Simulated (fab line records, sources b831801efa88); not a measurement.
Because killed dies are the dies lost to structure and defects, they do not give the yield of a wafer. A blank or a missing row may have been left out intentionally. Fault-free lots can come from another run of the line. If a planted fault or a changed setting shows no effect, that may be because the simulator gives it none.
Matching of chambers + flow sky130 + SKY_VIA4_CMP_21 on cmp-01: 4 sister chambers
The step polishes, stops on SiO2, t overpolish 25 s, target thk 0 nm. 8 wafers are shown with their chamber, then 12 later ones without.

WAFERS, EACH WITH ITS CHAMBER
| wafer  | chamber | motor_current_A (A) | time_to_endpoint_s (s) |
|--------|---------|---------------------|------------------------|
| L083.5 | 0       | 10.0                | 119                    |
| L085.5 | 1       | 11.9                | 115                    |
| L086.1 | 2       | 11.9                | 126                    |
| L086.2 | 3       | 11.9                | 110                    |
| L086.4 | 0       | 9.5                 | 121                    |
| L087.1 | 2       | 12.3                | 121                    |
| L087.3 | 1       | 12.1                | 111                    |
| L087.4 | 3       | 11.8                | 113                    |

WAFERS WITHOUT THEIR CHAMBER
| wafer  | motor_current_A (A) | time_to_endpoint_s (s) |
|--------|---------------------|------------------------|
| L088.1 | 12.1                | 126                    |
| L088.3 | 9.8                 | 126                    |
| L088.5 | 11.0                | 115                    |
| L092.1 | 11.4                | 113                    |
| L092.3 | 11.6                | 120                    |
| L092.5 | 11.5                | 119                    |
| L094.1 | 10.0                | 123                    |
| L094.5 | 12.3                | 127                    |
| L094.6 | 11.8                | 124                    |
| L096.3 | 12.3                | 122                    |
| L096.4 | 9.9                 | 118                    |
| L096.6 | 11.5                | 113                    |

WHICH CHAMBER EACH WENT THROUGH
| wafer  | from the rows above               | in truth                   |
|--------|-----------------------------------|----------------------------|
| L088.1 | 2                                 | 2                          |
| L088.3 | 0                                 | 0                          |
| L088.5 | can't be placed: 3 or 1 or 0 or 2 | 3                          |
| L092.1 | can't be placed: 3 or 1           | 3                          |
| L092.3 | can't be placed: 2 or 1 or 3      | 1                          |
| L092.5 | can't be placed: 2 or 1 or 3      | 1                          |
| L094.1 | 0                                 | 0                          |
| L094.5 | 2                                 | 2                          |
| L094.6 | 2                                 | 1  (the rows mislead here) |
| L096.3 | 2                                 | 2                          |
| L096.4 | 0                                 | 0                          |
| L096.6 | can't be placed: 3 or 1           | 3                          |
Correct placement for 6 of the 12. Can't be placed from these rows: 5 (the true chamber is among the candidates in 5). Number placed wrongly: 1.
How it was worked out, from the rows above alone: a wafer's distance from a chamber is the root of the sum, over the readings, of the square of ((its reading less the chamber's mean) divided by the reading's scatter). If the next closest chamber is less than 2 further off than the closest, the wafer can't be placed; otherwise it belongs to the closest. A chamber's mean is the mean of its shown wafers. How the scatter is found: for the shown wafers, subtract from each reading the mean of its chamber, square and add these, divide the total by (wafers less chambers), then take the root.
